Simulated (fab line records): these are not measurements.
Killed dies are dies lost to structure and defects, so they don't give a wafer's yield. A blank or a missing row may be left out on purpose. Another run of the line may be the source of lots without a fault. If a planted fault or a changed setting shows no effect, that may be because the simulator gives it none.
The tool behind it: which one? | flow gf180mcu | 14 lots, 39 wafers sampled, at 4 steps of a route of 602

WHAT EACH GAUGE READ, for each wafer
GF_V3_THK_MEAS_25: measures by xrf.
lot  | measured     | on           | V3_W_THK (nm)
L167 | day 22 03:35 | filmMetro-04 | 351 350 350
L168 | day 22 12:20 | filmMetro-01 | 346 357 350
L171 | day 23 11:45 | filmMetro-04 | 341 347
L172 | day 23 23:04 | filmMetro-01 | 357 360 350
L174 | day 25 08:37 | filmMetro-02 | 343 345 348
L175 | day 25 09:55 | filmMetro-02 | 344 348 347
L177 | day 26 17:47 | filmMetro-04 | 337 337 340
L181 | day 27 16:22 | filmMetro-02 | 348 350 347
L182 | day 27 20:30 | filmMetro-02 | 345 346 346
L185 | day 28 15:01 | filmMetro-02 | 339 341
L186 | day 28 16:49 | filmMetro-02 | 347 345 344
L187 | day 28 20:35 | filmMetro-04 | 340 337 339
L189 | day 29 09:58 | filmMetro-04 | 345 346
L190 | day 29 16:46 | filmMetro-01 | 354 351 346

GF_V4_THK_MEAS_01.
lot  | measured     | on           | V4_CVD_00_THK (nm)
L167 | day 23 04:32 | filmMetro-03 | 601 593 617
L168 | day 23 13:01 | filmMetro-03 | 593 603 599
L171 | day 24 10:29 | filmMetro-03 | 592 587
L172 | day 24 22:01 | filmMetro-01 | 594 606 614
L174 | day 26 06:27 | filmMetro-01 | 595 599 598
L175 | day 26 08:27 | filmMetro-04 | 598 595 596
L177 | day 27 15:43 | filmMetro-04 | 592 586 600
L181 | day 28 13:12 | filmMetro-03 | 594 597 591
L182 | day 28 17:25 | filmMetro-04 | 600 598 603
L185 | day 29 11:43 | filmMetro-01 | 598 597
L186 | day 29 12:51 | filmMetro-01 | 597 594 596
L187 | day 29 16:49 | filmMetro-03 | 592 597 599
L189 | day 30 05:31 | filmMetro-03 | 593 591
L190 | day 30 12:06 | filmMetro-04 | 598 595 600

EACH LOT AND THE TOOL THAT RAN IT (in order: tool; ch and the chambers of the sampled wafers; start)
lot  | GF_V3_CVD_23                 | GF_M4_STRIP_17
L167 | cvdW-02 ch 0,1, day 22 03:22 | plasmaAsher-01 ch 0,1, day 23 03:56
L168 | cvdW-01 ch 0,1, day 22 12:07 | plasmaAsher-04 ch 0,1, day 23 12:24
L171 | cvdW-01 ch 0,1, day 23 11:33 | plasmaAsher-01 ch 0,1, day 24 09:53
L172 | cvdW-01 ch 0,1, day 23 22:50 | plasmaAsher-02 ch 0,1, day 24 21:24
L174 | cvdW-01 ch 0,1, day 25 08:23 | plasmaAsher-04 ch 0,1, day 26 05:51
L175 | cvdW-02 ch 0,1, day 25 09:41 | plasmaAsher-04 ch 0, day 26 07:50
L177 | cvdW-01 ch 1, day 26 17:32   | plasmaAsher-04 ch 0,1, day 27 15:06
L181 | cvdW-01 ch 1, day 27 16:08   | plasmaAsher-02 ch 0,1, day 28 12:35
L182 | cvdW-02 ch 0,1, day 27 20:16 | plasmaAsher-04 ch 0,1, day 28 16:49
L185 | cvdW-02 ch 0, day 28 14:47   | plasmaAsher-02 ch 0, day 29 11:05
L186 | cvdW-02 ch 0,1, day 28 16:35 | plasmaAsher-04 ch 0,1, day 29 12:14
L187 | cvdW-02 ch 0,1, day 28 20:20 | plasmaAsher-04 ch 0,1, day 29 16:12
L189 | cvdW-01 ch 0,1, day 29 09:43 | plasmaAsher-01 ch 0, day 30 04:53
L190 | cvdW-02 ch 0,1, day 29 16:33 | plasmaAsher-02 ch 0,1, day 30 11:28
- GF_V3_CVD_23: deposits W, target thk 350 nm, time 104.9 s.
- GF_M4_STRIP_17: strips in O2/N2.

AS READ BY THE TOOLS THEMSELVES (means over the sampled wafers that have a number; for cases with no such wafer, the mark the record gives instead)
GF_V3_CVD_23.
lot  | tool    | heaterPowerW (W)
L167 | cvdW-02 | 952
L168 | cvdW-01 | 896
L171 | cvdW-01 | 910
L172 | cvdW-01 | 910
L174 | cvdW-01 | 906
L175 | cvdW-02 | 958
L177 | cvdW-01 | 879
L181 | cvdW-01 | 885
L182 | cvdW-02 | 958
L185 | cvdW-02 | 972
L186 | cvdW-02 | 957
L187 | cvdW-02 | 968
L189 | cvdW-01 | 913
L190 | cvdW-02 | 959

GF_M4_STRIP_17.
lot  | tool           | chamberPressureMTorr (mTorr) | drypumpMotorCurrentA (A) | heaterPowerW (W) | o2FlowSccm (sccm) | oesProductAu (a.u.) | stripTimeToEndpointS (s)
L167 | plasmaAsher-01 | 1500.0                       | 5.63                     | 356              | 3003              | 0.545               | 7.47
L168 | plasmaAsher-04 | 1499.7                       | 5.43                     | 361              | 3006              | 0.539               | 7.41
L171 | plasmaAsher-01 | 1500.4                       | 5.59                     | 348              | 2992              | 0.537               | 7.35
L172 | plasmaAsher-02 | 1498.9                       | 5.37                     | 358              | 2998              | 0.535               | 7.39
L174 | plasmaAsher-04 | -                            | -                        | -                | -                 | -                   | -
L175 | plasmaAsher-04 | -                            | -                        | -                | -                 | -                   | -
L177 | plasmaAsher-04 | 1500.0                       | 5.23                     | 322              | 2997              | 0.538               | 7.37
L181 | plasmaAsher-02 | 1500.3                       | 5.54                     | 376              | 3002              | 0.542               | 7.37
L182 | plasmaAsher-04 | 1500.8                       | 5.24                     | 323              | 3005              | 0.542               | 7.47
L185 | plasmaAsher-02 | 1500.3                       | 5.69                     | 402              | 2988              | 0.542               | 7.49
L186 | plasmaAsher-04 | 1499.6                       | 5.43                     | 359              | 3003              | 0.534               | 7.32
L187 | plasmaAsher-04 | 1499.8                       | 5.42                     | 360              | 2999              | 0.537               | 7.38
L189 | plasmaAsher-01 | 1500.4                       | 5.68                     | 402              | 2992              | 0.538               | 7.48
L190 | plasmaAsher-02 | 1499.8                       | 5.52                     | 380              | 2995              | 0.536               | 7.39

THE ANSWER, worked out from the rows above alone
Rule: the usual values come from the lots themselves. Put in order of their means at a reading, lots are off if they are a third of the lots or fewer, leave a main group of 4 or more, and stand apart from it by a gap of 3 or more times the standard deviation of the main group's means; of several such gaps the widest counts. Not used: any main group whose means are identical at the precision the tables above print for the reading. A lot without any number at a reading at which 4 lots or more have one is off too. Where the step has rows for the other lots, those lots are counted as sound. First the gauges in route order, then the tools' own readings, where a lot's mean is used as printed above. The first step at which some lot is off is used, and at that step the reading that is off furthest; a lot without a number counts as furthest.
Off: L174, L175, at GF_M4_STRIP_17 (chamberPressureMTorr). Without a number there: L174, L175. The main group has a mean of 1500.0 mTorr with a standard deviation of 0.47.
If a tool, at that step or one of the process steps before it, ran each lot that is off and ran no sound lot following the first of them, it fits. Not one of the candidates tried fits.

WHAT THE SIMULATOR HAD PUT IN
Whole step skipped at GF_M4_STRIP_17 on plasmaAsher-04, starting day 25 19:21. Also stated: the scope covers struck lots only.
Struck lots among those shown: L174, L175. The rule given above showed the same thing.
